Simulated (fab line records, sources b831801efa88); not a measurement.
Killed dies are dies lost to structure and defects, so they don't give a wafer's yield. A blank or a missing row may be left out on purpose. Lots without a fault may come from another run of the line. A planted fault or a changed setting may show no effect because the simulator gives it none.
Which tool did it? | flow sky130 | 13 lots, 39 wafers sampled, at 4 steps of a route of 708

WHAT THE GAUGES READ, wafer by wafer
SKY_VIA4_THK_MEAS_01. Usual: VIA4_HDPCVD_THK 1749 nm, standard deviation 22.
lot  | measured     | on            | VIA4_HDPCVD_THK (nm) | flag
L753 | day 41 18:31 | film_metro-02 | 1723 1718 1693       |
L754 | day 41 20:56 | film_metro-01 | 1744 1730 1724       |
L755 | day 42 07:55 | film_metro-01 | 1757 1770 1730       |
L756 | day 42 09:39 | film_metro-02 | 1773 1779 1777       |
L758 | day 43 04:35 | film_metro-02 | 1721 1745 1713       |
L759 | day 43 12:11 | film_metro-02 | 1771 1754 1738       |
L761 | day 44 22:40 | film_metro-02 | 1741 1754 1739       |
L764 | day 44 23:52 | film_metro-04 | 1715 1751 1744       |
L766 | day 45 09:11 | film_metro-01 | 1764 1754 1751       |
L771 | day 46 08:29 | film_metro-02 | 1757 1742 1782       |
L773 | day 46 21:37 | film_metro-01 | 1754 1792 1785       |
L775 | day 47 11:43 | film_metro-02 | 1776 1757 1777       |
L776 | day 47 12:02 | film_metro-02 | 1806 1809 1744       |

SKY_METAL5_RS_MEAS_05: measures by four-point-probe. Usual: METAL5_ALCU_RS 0.0271 ohm/sq, standard deviation 0.00035.
lot  | measured     | on            | METAL5_ALCU_RS (ohm/sq) | flag
L753 | day 42 20:02 | film_metro-02 | 0.0273 0.0269 0.0269    |
L754 | day 42 22:22 | film_metro-02 | 0.0268 0.0271 0.0275    |
L755 | day 43 09:06 | film_metro-03 | 0.0273 0.0274 0.0271    |
L756 | day 43 10:11 | film_metro-03 | 0.0270 0.0271 0.0271    |
L758 | day 44 05:53 | film_metro-03 | 0.0268 0.0267 0.0266    |
L759 | day 44 12:09 | film_metro-02 | 0.0276 0.0272 0.0273    |
L761 | day 45 22:01 | film_metro-03 | 0.0269 0.0267 0.0269    |
L764 | day 45 23:25 | film_metro-01 | 0.0269 0.0270 0.0272    |
L766 | day 46 08:52 | film_metro-02 | 0.0279 0.0282 0.0280    |
L771 | day 47 06:33 | film_metro-02 | 0.0277 0.0275 0.0277    |
L773 | day 47 18:29 | film_metro-02 | 0.0267 0.0269 0.0270    |
L775 | day 48 07:47 | film_metro-02 | 0.0271 0.0272 0.0272    |
L776 | day 48 08:07 | film_metro-03 | 0.0274 0.0269 0.0267    |

WHICH TOOL RAN EACH LOT (tool, then ch and the chambers of the sampled wafers, then the start)
lot  | SKY_CONTACT_ETCH_17                | SKY_METAL5_SPUTTER_03
L753 | rie_diel-02 ch 0,1,3, day 31 12:16 | pvd_sputter-02, day 42 19:58
L754 | rie_diel-04 ch 0,1,2, day 31 14:55 | pvd_sputter-01, day 42 22:16
L755 | rie_diel-04 ch 1,2,3, day 32 06:35 | pvd_sputter-02, day 43 09:01
L756 | rie_diel-02 ch 1,2, day 32 07:25   | pvd_sputter-02, day 43 10:07
L758 | rie_diel-03 ch 1,2,3, day 33 05:53 | pvd_sputter-02, day 44 05:48
L759 | rie_diel-02 ch 0,2, day 33 12:28   | pvd_sputter-03, day 44 12:04
L761 | rie_diel-04 ch 1,3, day 35 03:19   | pvd_sputter-02, day 45 21:56
L764 | rie_diel-02 ch 2,3, day 35 05:17   | pvd_sputter-01, day 45 23:20
L766 | rie_diel-02 ch 0,1,3, day 35 19:44 | pvd_sputter-03, day 46 08:49
L771 | rie_diel-03 ch 1,2, day 37 01:46   | pvd_sputter-03, day 47 06:28
L773 | rie_diel-03 ch 0,1,3, day 37 13:23 | pvd_sputter-02, day 47 18:23
L775 | rie_diel-02 ch 0,2,3, day 38 09:19 | pvd_sputter-01, day 48 07:43
L776 | rie_diel-02 ch 0,3, day 38 11:17   | pvd_sputter-03, day 48 08:01
- SKY_CONTACT_ETCH_17: etches SiO2 in C4F8/O2/Ar, stops on Si3N4, target depth 340 nm.
- SKY_METAL5_SPUTTER_03: material Ti, target thk 5 nm, time 3.3 s.

WHAT THE TOOLS THEMSELVES READ (means of the sampled wafers that have a number; where no wafer has one, the mark that the record gives instead)
SKY_CONTACT_ETCH_17. Usual: bias_w 1201 W, standard deviation 3.4; oes_product_au 0.891 a.u., standard deviation 0.0048; rf_fwd_power_W 1488 W, standard deviation 5.
lot  | tool        | bias_w (W) | oes_product_au (a.u.) | rf_fwd_power_W (W) | flag
L753 | rie_diel-02 | 1199       | 0.891                 | 1490               |
L754 | rie_diel-04 | 1199       | 0.890                 | 1489               |
L755 | rie_diel-04 | 1203       | 0.892                 | 1486               |
L756 | rie_diel-02 | 1204       | 0.890                 | 1490               |
L758 | rie_diel-03 | 1204       | 0.893                 | 1486               |
L759 | rie_diel-02 | 1202       | 0.893                 | 1487               |
L761 | rie_diel-04 | 1202       | 0.884                 | 1483               |
L764 | rie_diel-02 | 1201       | 0.895                 | 1487               |
L766 | rie_diel-02 | 1198       | 0.894                 | 1490               |
L771 | rie_diel-03 | 1203       | 0.891                 | 1491               |
L773 | rie_diel-03 | 1195       | 0.887                 | 1490               |
L775 | rie_diel-02 | 1197       | 0.897                 | 1487               |
L776 | rie_diel-02 | 1199       | 0.888                 | 1487               |

SKY_METAL5_SPUTTER_03. Usual: throttle_valve_pct 30.2 %, standard deviation 0.68.
lot  | tool           | throttle_valve_pct (%) | flag
L753 | pvd_sputter-02 | 29.8                   |
L754 | pvd_sputter-01 | 30.7                   |
L755 | pvd_sputter-02 | 29.7                   |
L756 | pvd_sputter-02 | 29.7                   |
L758 | pvd_sputter-02 | 29.9                   |
L759 | pvd_sputter-03 | 30.3                   |
L761 | pvd_sputter-02 | 29.9                   |
L764 | pvd_sputter-01 | 30.6                   |
L766 | pvd_sputter-03 | 30.0                   |
L771 | pvd_sputter-03 | 29.9                   |
L773 | pvd_sputter-02 | 29.6                   |
L775 | pvd_sputter-01 | 30.6                   |
L776 | pvd_sputter-03 | 29.7                   |

THE ANSWER, worked out from the rows above alone
Rule: a lot is off if the mean of its wafers that have a number lies more than 3 standard deviations from the usual mean. A lot without any number at a reading at which 4 lots or more have one is off too. The other lots that the step has rows for count as sound. The gauges are gone through in route order, then the tools' own readings, and for those a lot's mean is taken as printed above. The first step at which some lot is off is used, and at that step the reading that is off furthest; a lot without a number counts as furthest.
No lot is off at any reading shown: from this, nothing can be told.

WHAT THE SIMULATOR HAD PUT IN
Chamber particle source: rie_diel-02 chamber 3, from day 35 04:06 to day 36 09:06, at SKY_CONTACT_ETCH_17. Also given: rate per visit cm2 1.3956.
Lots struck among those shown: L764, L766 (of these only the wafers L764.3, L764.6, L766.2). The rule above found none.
